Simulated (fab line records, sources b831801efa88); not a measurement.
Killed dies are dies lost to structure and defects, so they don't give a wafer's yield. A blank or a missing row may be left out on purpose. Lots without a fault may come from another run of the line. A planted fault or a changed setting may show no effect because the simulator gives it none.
Which tool did it? | flow gf180mcu | 11 lots, 33 wafers sampled, at 4 steps of a route of 602

WHAT THE GAUGES READ, wafer by wafer
GF_PSD_TW_MEAS_11.
lot  | measured     | on            | PSD_TW
L333 | day 13 23:06 | film_metro-01 | 3182 3183 3194
L334 | day 14 13:05 | film_metro-01 | 3185 3188 3171
L336 | day 14 21:58 | film_metro-02 | 3207 3200 3215
L335 | day 15 04:34 | film_metro-01 | 3182 3183 3183
L337 | day 15 07:49 | film_metro-01 | 3199 3175 3202
L347 | day 19 01:55 | film_metro-02 | 3251 3299 3279
L348 | day 19 10:02 | film_metro-01 | 3189 3177 3158
L353 | day 21 10:50 | film_metro-01 | 3178 3182 3183
L354 | day 21 17:37 | film_metro-01 | 3172 3179 3203
L355 | day 22 02:59 | film_metro-04 | 3189 3189 3192
L356 | day 22 06:16 | film_metro-04 | 3204 3192 3185

WHICH TOOL RAN EACH LOT (tool, then ch and the chambers of the sampled wafers, then the start)
lot  | GF_HV_LDD_STRIP_49                   | GF_PSD_IMPLANT_09               | GF_PSD_STRIP_10
L333 | plasma_asher-01 ch 0,1, day 12 04:21 | implanter-03 ch 0, day 13 22:51 | plasma_asher-03 ch 0,1, day 13 23:00
L334 | plasma_asher-02 ch 0,1, day 12 16:02 | implanter-04 ch 0, day 14 12:52 | plasma_asher-04 ch 0,1, day 14 13:01
L336 | plasma_asher-04 ch 0,1, day 13 02:00 | implanter-03 ch 0, day 14 21:43 | plasma_asher-04 ch 0,1, day 14 21:52
L335 | plasma_asher-01 ch 0,1, day 13 07:27 | implanter-02 ch 0, day 15 04:19 | plasma_asher-03 ch 0,1, day 15 04:28
L337 | plasma_asher-01 ch 0,1, day 13 08:50 | implanter-02 ch 0, day 15 07:36 | plasma_asher-04 ch 0,1, day 15 07:44
L347 | plasma_asher-01 ch 0,1, day 16 22:32 | implanter-02 ch 0, day 19 01:42 | plasma_asher-04 ch 0,1, day 19 01:50
L348 | plasma_asher-04 ch 0,1, day 17 06:09 | implanter-03 ch 0, day 19 09:48 | plasma_asher-04 ch 0,1, day 19 09:55
L353 | plasma_asher-01 ch 0,1, day 19 07:05 | implanter-03 ch 0, day 21 10:37 | plasma_asher-01 ch 0,1, day 21 10:45
L354 | plasma_asher-04 ch 0, day 19 14:09   | implanter-03 ch 0, day 21 17:21 | plasma_asher-04 ch 0,1, day 21 17:30
L355 | plasma_asher-02 ch 0,1, day 19 22:45 | implanter-03 ch 0, day 22 02:44 | plasma_asher-03 ch 0,1, day 22 02:52
L356 | plasma_asher-02 ch 0,1, day 20 03:20 | implanter-04 ch 0, day 22 06:03 | plasma_asher-03 ch 0,1, day 22 06:11
- GF_HV_LDD_STRIP_49: strips in O2/N2.
- GF_PSD_IMPLANT_09
- GF_PSD_STRIP_10: strips in O2/N2.

THE ANSWER, worked out from the rows above alone
Rule: what is usual is taken from the lots themselves. Put in order of their means at a reading, lots are off if they are a third of the lots or fewer, leave a main group of 4 or more, and stand apart from it by a gap of 3 or more times the standard deviation of the main group's means; of several such gaps the widest counts. A main group whose means are all the same, to the digits that the tables above print for the reading, isn't used. A lot without any number at a reading at which 4 lots or more have one is off too. The other lots that the step has rows for count as sound.
Off: L347, at GF_PSD_TW_MEAS_11 (PSD_TW). The main group: mean 3187, standard deviation 8.6.
A tool fits if, at a process step before that reading, it ran every lot that is off, and no sound lot after the first of them. The gauges at GF_PSD_TW_MEAS_11 are tried like those tools. Can't be told from this: 2 tools fit, implanter-02 at GF_PSD_IMPLANT_09, film_metro-02 at GF_PSD_TW_MEAS_11.

WHAT THE SIMULATOR HAD PUT IN
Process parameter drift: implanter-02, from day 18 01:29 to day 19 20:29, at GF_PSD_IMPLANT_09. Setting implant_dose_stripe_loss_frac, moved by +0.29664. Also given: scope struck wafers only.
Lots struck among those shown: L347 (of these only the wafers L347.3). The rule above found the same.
